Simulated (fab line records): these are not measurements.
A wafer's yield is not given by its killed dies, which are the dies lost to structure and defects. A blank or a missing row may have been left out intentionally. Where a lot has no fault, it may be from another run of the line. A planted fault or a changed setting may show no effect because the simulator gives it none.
Code-filled problem report in 8D (eight disciplines) form :: flow gf180mcu :: the parts of the form that need people (team, actions taken, sign-off) are left out

== 1. PROBLEM STATEMENT ==
Across 4 wafers from 2 lots, V3_W_RS at GF_V3_RS_MEAS_24 averages 0.496 ohm/sq, while fault-free wafers read 0.328 ohm/sq with a standard deviation of 0.0049. Relative to the usual mean, that is a shift of +34 standard deviations.
The step: measures by four-point-probe.
Seen first at day 27 01:58 on film_metro-01, wafer L520.3. At this step, 33 wafers from 11 lots have a number in the record. Rule for "out" (also "out of limits"): further than 4 standard deviations from the usual mean. The other wafers with a number count as sound.

== 2. WHAT THIS IS AND IS NOT ==
question: which readings at this step
is: V3_W_RS
is not: -

question: which lots
is: L520, L522
is not: L507, L508, L509, L510, L511, L512, L523, L524, L526

question: which wafers of those lots
is: L520.3, L522.1, L522.4, L522.5
is not: L520.4, L520.6

question: read on which gauges
is: film_metro-01, film_metro-03
is not: film_metro-02

question: when
is: from day 27 01:58
is not: up to then (20 sound wafers); but 9 sound wafers of L523, L524, L526 came after

== 3. WHAT RULES OUT EACH SUSPECT ==
Counting: if a tool at a process step up to the reading ran every lot that is out, it stays a suspect. Sound lots after the first of them don't rule it out here, since some wafers of a struck lot are sound.
- the gauge at GF_V3_RS_MEAS_24: ruled out. The wafers that are out were read on 2 gauges (film_metro-01, film_metro-03).
- pvd_sputter-01 at GF_M2_SPUTTER_03 (material Ti, target thk 10 nm, time 6.7 s): kept. Ran every lot that is out, first one L520 (day 23 06:27); last sound lot up to then L509 (day 18 22:35).
- plasma_asher-03 at GF_V3_STRIP_18 (strips in O2/N2): kept. Ran every lot that is out, first one L520 (day 27 01:10); last sound lot up to then L512 (day 24 06:19).
- cvd_w-02 at GF_V3_CVD_23 (deposits W, target thk 350 nm, time 104.9 s): kept. Ran every lot that is out, first one L520 (day 27 01:50); last sound lot up to then L512 (day 24 06:57).
- Within cvd_w-02 at GF_V3_CVD_23, the wafers that are out were processed in chamber 1 and their sound lot-mates in chamber 0.
Still standing after the count: pvd_sputter-01 at GF_M2_SPUTTER_03, plasma_asher-03 at GF_V3_STRIP_18, cvd_w-02 at GF_V3_CVD_23.

== 4. THE CAUSE (what the simulator had put in) ==
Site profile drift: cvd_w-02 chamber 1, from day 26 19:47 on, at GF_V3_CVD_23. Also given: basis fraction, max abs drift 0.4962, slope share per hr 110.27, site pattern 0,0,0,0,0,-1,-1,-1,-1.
This tool is one of the 3 suspects left after counting.

== 5. SEQUENCE OF EFFECTS, ordered by route ==
Rows list readings where the struck wafers' mean (over those with a number) sits beyond 3 standard deviations from the usual. Readings are gone through only where the record gives a usual standard deviation; hours: the median, over the lots, of the time from a lot's start at the first step in this table giving one to that lot's start at this step; sigmas: the change measured in usual standard deviations.
hours: 0
step: GF_V3_RS_MEAS_24
reading: V3_W_RS
usual: 0.328 ohm/sq
on struck wafers: 0.496
change: +0.168
sigmas: +34

hours: 2
step: GF_V3_THK_MEAS_25
reading: V3_W_THK
usual: 356 nm
on struck wafers: 270
change: -86
sigmas: -14

== 6. HOW IT WOULD HAVE BEEN CAUGHT EARLIER ==
Counted from the fault's start at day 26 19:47, it took 6 hours until the first out-of-limits reading at a measuring or inspecting step in this record, taken at day 27 01:58.
An alarm limit of 4 standard deviations would not have fired on the tool readings at GF_V3_CVD_23 for which the record gives a usual standard deviation, since none of them was out on any struck wafer.
Among the 2 lots that are out, L522 began GF_V3_CVD_23 on cvd_w-02 after day 27 01:58. It would have been spared by a hold on the tool at that moment.
